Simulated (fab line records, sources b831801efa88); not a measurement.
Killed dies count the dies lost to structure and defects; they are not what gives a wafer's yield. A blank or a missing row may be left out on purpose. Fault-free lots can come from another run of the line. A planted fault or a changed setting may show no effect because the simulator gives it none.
Which of the tools did it? / flow sky130 / 12 lots, 34 wafers sampled, at 4 steps of a route of 708

== WHAT THE GAUGES SHOWED, per wafer ==
SKY_SD_P_TW_MEAS_11. Usual: SD_P_TW gives 2806 (standard deviation 11).
lot=L408; measured=day 25 18:54; on=filmMetro-04; SD_P_TW=2812 2823 2817; flag=
lot=L409; measured=day 26 01:59; on=filmMetro-02; SD_P_TW=2803 2797 2801; flag=
lot=L411; measured=day 27 05:30; on=filmMetro-01; SD_P_TW=2823 2813 2809; flag=
lot=L413; measured=day 27 15:40; on=filmMetro-02; SD_P_TW=2799 2806 2789; flag=
lot=L415; measured=day 28 05:23; on=filmMetro-02; SD_P_TW=2805 2815 2791; flag=
lot=L416; measured=day 28 17:38; on=filmMetro-04; SD_P_TW=2812 2810 2816; flag=
lot=L420; measured=day 30 01:13; on=filmMetro-02; SD_P_TW=2808 2808 2832; flag=
lot=L421; measured=day 30 07:13; on=filmMetro-04; SD_P_TW=2788 2800; flag=
lot=L422; measured=day 30 20:24; on=filmMetro-01; SD_P_TW=2796 2798; flag=
lot=L425; measured=day 32 01:48; on=filmMetro-02; SD_P_TW=2784 2789 2788; flag=
lot=L427; measured=day 32 11:46; on=filmMetro-04; SD_P_TW=2798 2823 2793; flag=
lot=L428; measured=day 32 17:22; on=filmMetro-04; SD_P_TW=2805 2822 2808; flag=

SKY_VIA1_THK_MEAS_01. Usual: VIA1_HDPCVD_THK gives 1032 nm (standard deviation 9.7).
lot=L408; measured=day 33 01:04; on=filmMetro-02; VIA1_HDPCVD_THK (nm)=1037 1031 1030; flag=
lot=L409; measured=day 33 09:55; on=filmMetro-01; VIA1_HDPCVD_THK (nm)=1045 1029 1038; flag=
lot=L411; measured=day 34 11:05; on=filmMetro-02; VIA1_HDPCVD_THK (nm)=1014 1029 1013; flag=
lot=L413; measured=day 34 19:20; on=filmMetro-04; VIA1_HDPCVD_THK (nm)=1056 1051 1036; flag=
lot=L415; measured=day 35 06:25; on=filmMetro-02; VIA1_HDPCVD_THK (nm)=1035 1052 1022; flag=
lot=L416; measured=day 35 19:17; on=filmMetro-02; VIA1_HDPCVD_THK (nm)=1047 1035 1037; flag=
lot=L420; measured=day 37 01:20; on=filmMetro-01; VIA1_HDPCVD_THK (nm)=1033 1024 1017; flag=
lot=L421; measured=day 37 05:38; on=filmMetro-01; VIA1_HDPCVD_THK (nm)=1022 1027; flag=
lot=L422; measured=day 37 18:14; on=filmMetro-01; VIA1_HDPCVD_THK (nm)=1036 1037; flag=
lot=L425; measured=day 38 20:59; on=filmMetro-02; VIA1_HDPCVD_THK (nm)=1027 1021 1031; flag=
lot=L427; measured=day 39 07:17; on=filmMetro-01; VIA1_HDPCVD_THK (nm)=1015 1037 1014; flag=
lot=L428; measured=day 39 12:13; on=filmMetro-02; VIA1_HDPCVD_THK (nm)=1028 1044 1044; flag=

== TOOL THAT RAN EACH LOT (tool first, then ch and the chambers of the sampled wafers, then the start) ==
lot=L408; SKY_METAL1_METAL_ETCH_19=rieMetal-04 ch 0,1, day 33 00:13; SKY_METAL1_STRIP_20=plasmaAsher-04 ch 0,1, day 33 00:19
lot=L409; SKY_METAL1_METAL_ETCH_19=rieMetal-04 ch 0,1, day 33 09:07; SKY_METAL1_STRIP_20=plasmaAsher-02 ch 0,1, day 33 09:13
lot=L411; SKY_METAL1_METAL_ETCH_19=rieMetal-03 ch 0, day 34 10:16; SKY_METAL1_STRIP_20=plasmaAsher-04 ch 0,1, day 34 10:22
lot=L413; SKY_METAL1_METAL_ETCH_19=rieMetal-03 ch 0,1, day 34 18:28; SKY_METAL1_STRIP_20=plasmaAsher-01 ch 0,1, day 34 18:38
lot=L415; SKY_METAL1_METAL_ETCH_19=rieMetal-03 ch 0,1, day 35 05:35; SKY_METAL1_STRIP_20=plasmaAsher-02 ch 0,1, day 35 05:40
lot=L416; SKY_METAL1_METAL_ETCH_19=rieMetal-02 ch 0,1, day 35 18:29; SKY_METAL1_STRIP_20=plasmaAsher-02 ch 0,1, day 35 18:34
lot=L420; SKY_METAL1_METAL_ETCH_19=rieMetal-04 ch 0,1, day 37 00:31; SKY_METAL1_STRIP_20=plasmaAsher-01 ch 0,1, day 37 00:37
lot=L421; SKY_METAL1_METAL_ETCH_19=rieMetal-04 ch 0, day 37 04:51; SKY_METAL1_STRIP_20=plasmaAsher-02 ch 0,1, day 37 04:56
lot=L422; SKY_METAL1_METAL_ETCH_19=rieMetal-04 ch 1, day 37 17:25; SKY_METAL1_STRIP_20=plasmaAsher-04 ch 1, day 37 17:31
lot=L425; SKY_METAL1_METAL_ETCH_19=rieMetal-02 ch 0,1, day 38 20:10; SKY_METAL1_STRIP_20=plasmaAsher-02 ch 0,1, day 38 20:16
lot=L427; SKY_METAL1_METAL_ETCH_19=rieMetal-02 ch 1, day 39 06:22; SKY_METAL1_STRIP_20=plasmaAsher-04 ch 0,1, day 39 06:32
lot=L428; SKY_METAL1_METAL_ETCH_19=rieMetal-02 ch 1, day 39 11:19; SKY_METAL1_STRIP_20=plasmaAsher-01 ch 0,1, day 39 11:29
- SKY_METAL1_METAL_ETCH_19: etches the open film in Cl2/BCl3, stops on SiO2, target depth 360 nm, time 78 s.
- SKY_METAL1_STRIP_20: strips in O2/N2.

== WHAT THE TOOLS THEMSELVES READ (means of the sampled wafers that have a number; where no wafer has one, the mark that the record gives instead) ==
SKY_METAL1_METAL_ETCH_19. Usual: drypumpMotorCurrentA 6.3 A, standard deviation 0.44; oesProductAu 0.855 a.u., standard deviation 0.0063; throttleValvePct 22.265 %, standard deviation 0.0088.
lot=L408; tool=rieMetal-04; drypumpMotorCurrentA (A)=6.5; oesProductAu (a.u.)=0.855; throttleValvePct (%)=22.265; flag=
lot=L409; tool=rieMetal-04; drypumpMotorCurrentA (A)=6.5; oesProductAu (a.u.)=0.855; throttleValvePct (%)=22.262; flag=
lot=L411; tool=rieMetal-03; drypumpMotorCurrentA (A)=5.4; oesProductAu (a.u.)=0.853; throttleValvePct (%)=22.259; flag=
lot=L413; tool=rieMetal-03; drypumpMotorCurrentA (A)=5.9; oesProductAu (a.u.)=0.853; throttleValvePct (%)=22.271; flag=
lot=L415; tool=rieMetal-03; drypumpMotorCurrentA (A)=5.7; oesProductAu (a.u.)=0.852; throttleValvePct (%)=22.270; flag=
lot=L416; tool=rieMetal-02; drypumpMotorCurrentA (A)=6.2; oesProductAu (a.u.)=0.862; throttleValvePct (%)=22.266; flag=
lot=L420; tool=rieMetal-04; drypumpMotorCurrentA (A)=6.6; oesProductAu (a.u.)=0.828; throttleValvePct (%)=22.264; flag=OFF
lot=L421; tool=rieMetal-04; drypumpMotorCurrentA (A)=6.4; oesProductAu (a.u.)=0.807; throttleValvePct (%)=22.267; flag=OFF
lot=L422; tool=rieMetal-04; drypumpMotorCurrentA (A)=6.7; oesProductAu (a.u.)=0.804; throttleValvePct (%)=22.270; flag=OFF
lot=L425; tool=rieMetal-02; drypumpMotorCurrentA (A)=6.5; oesProductAu (a.u.)=0.859; throttleValvePct (%)=22.260; flag=
lot=L427; tool=rieMetal-02; drypumpMotorCurrentA (A)=6.6; oesProductAu (a.u.)=0.853; throttleValvePct (%)=22.258; flag=
lot=L428; tool=rieMetal-02; drypumpMotorCurrentA (A)=6.6; oesProductAu (a.u.)=0.855; throttleValvePct (%)=22.263; flag=

SKY_METAL1_STRIP_20. Usual: drypumpMotorCurrentA 5.7 A, standard deviation 0.34; oesProductAu 0.343 a.u., standard deviation 0.0055; stripTimeToEndpointS 2.69 s, standard deviation 0.061.
lot=L408; tool=plasmaAsher-04; drypumpMotorCurrentA (A)=5.7; oesProductAu (a.u.)=0.343; stripTimeToEndpointS (s)=2.61; flag=
lot=L409; tool=plasmaAsher-02; drypumpMotorCurrentA (A)=5.9; oesProductAu (a.u.)=0.340; stripTimeToEndpointS (s)=2.63; flag=
lot=L411; tool=plasmaAsher-04; drypumpMotorCurrentA (A)=5.7; oesProductAu (a.u.)=0.346; stripTimeToEndpointS (s)=2.77; flag=
lot=L413; tool=plasmaAsher-01; drypumpMotorCurrentA (A)=5.5; oesProductAu (a.u.)=0.344; stripTimeToEndpointS (s)=2.70; flag=
lot=L415; tool=plasmaAsher-02; drypumpMotorCurrentA (A)=5.9; oesProductAu (a.u.)=0.343; stripTimeToEndpointS (s)=2.70; flag=
lot=L416; tool=plasmaAsher-02; drypumpMotorCurrentA (A)=5.9; oesProductAu (a.u.)=0.346; stripTimeToEndpointS (s)=2.74; flag=
lot=L420; tool=plasmaAsher-01; drypumpMotorCurrentA (A)=5.6; oesProductAu (a.u.)=0.331; stripTimeToEndpointS (s)=2.42; flag=OFF
lot=L421; tool=plasmaAsher-02; drypumpMotorCurrentA (A)=5.8; oesProductAu (a.u.)=0.331; stripTimeToEndpointS (s)=2.31; flag=OFF
lot=L422; tool=plasmaAsher-04; drypumpMotorCurrentA (A)=5.5; oesProductAu (a.u.)=0.333; stripTimeToEndpointS (s)=2.33; flag=OFF
lot=L425; tool=plasmaAsher-02; drypumpMotorCurrentA (A)=5.9; oesProductAu (a.u.)=0.348; stripTimeToEndpointS (s)=2.77; flag=
lot=L427; tool=plasmaAsher-04; drypumpMotorCurrentA (A)=5.7; oesProductAu (a.u.)=0.347; stripTimeToEndpointS (s)=2.75; flag=
lot=L428; tool=plasmaAsher-01; drypumpMotorCurrentA (A)=5.7; oesProductAu (a.u.)=0.348; stripTimeToEndpointS (s)=2.78; flag=

== THE ANSWER, worked out from the rows above alone ==
Rule: a lot is off if the mean of its wafers that have a number lies more than 3 standard deviations from the usual mean. Also off: a lot with no number at a reading for which 4 or more lots have one. Where the step has rows for the other lots, those lots are counted as sound. The gauges are gone through in route order, then the tools' own readings, and for those a lot's mean is taken as printed above. The first step at which some lot is off is used, and at that step the reading that is off furthest; a lot without a number counts as furthest.
Off: L420, L421, L422 (SKY_METAL1_METAL_ETCH_19, oesProductAu).
A tool fits if, at that step or a process step before it, it ran every lot that is off, and no sound lot after the first of them. One fits: SKY_METAL1_METAL_ETCH_19 on rieMetal-04. Its last sound lot is L409 (day 33 09:07), its first lot that is off L420 (day 37 00:31): a fault that began between those two fits.
The tool's own readings at SKY_METAL1_METAL_ETCH_19 bear it out: on the lots that are off they differ by more than 5 times the standard deviation of the sound lots' means. oesProductAu reads 0.813 a.u. there against 0.855 a.u. on the sound lots.

== WHAT HAD BEEN PUT IN BY THE SIMULATOR ==
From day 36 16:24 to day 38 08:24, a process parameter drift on rieMetal-04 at SKY_METAL1_METAL_ETCH_19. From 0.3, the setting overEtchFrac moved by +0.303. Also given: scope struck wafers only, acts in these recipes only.
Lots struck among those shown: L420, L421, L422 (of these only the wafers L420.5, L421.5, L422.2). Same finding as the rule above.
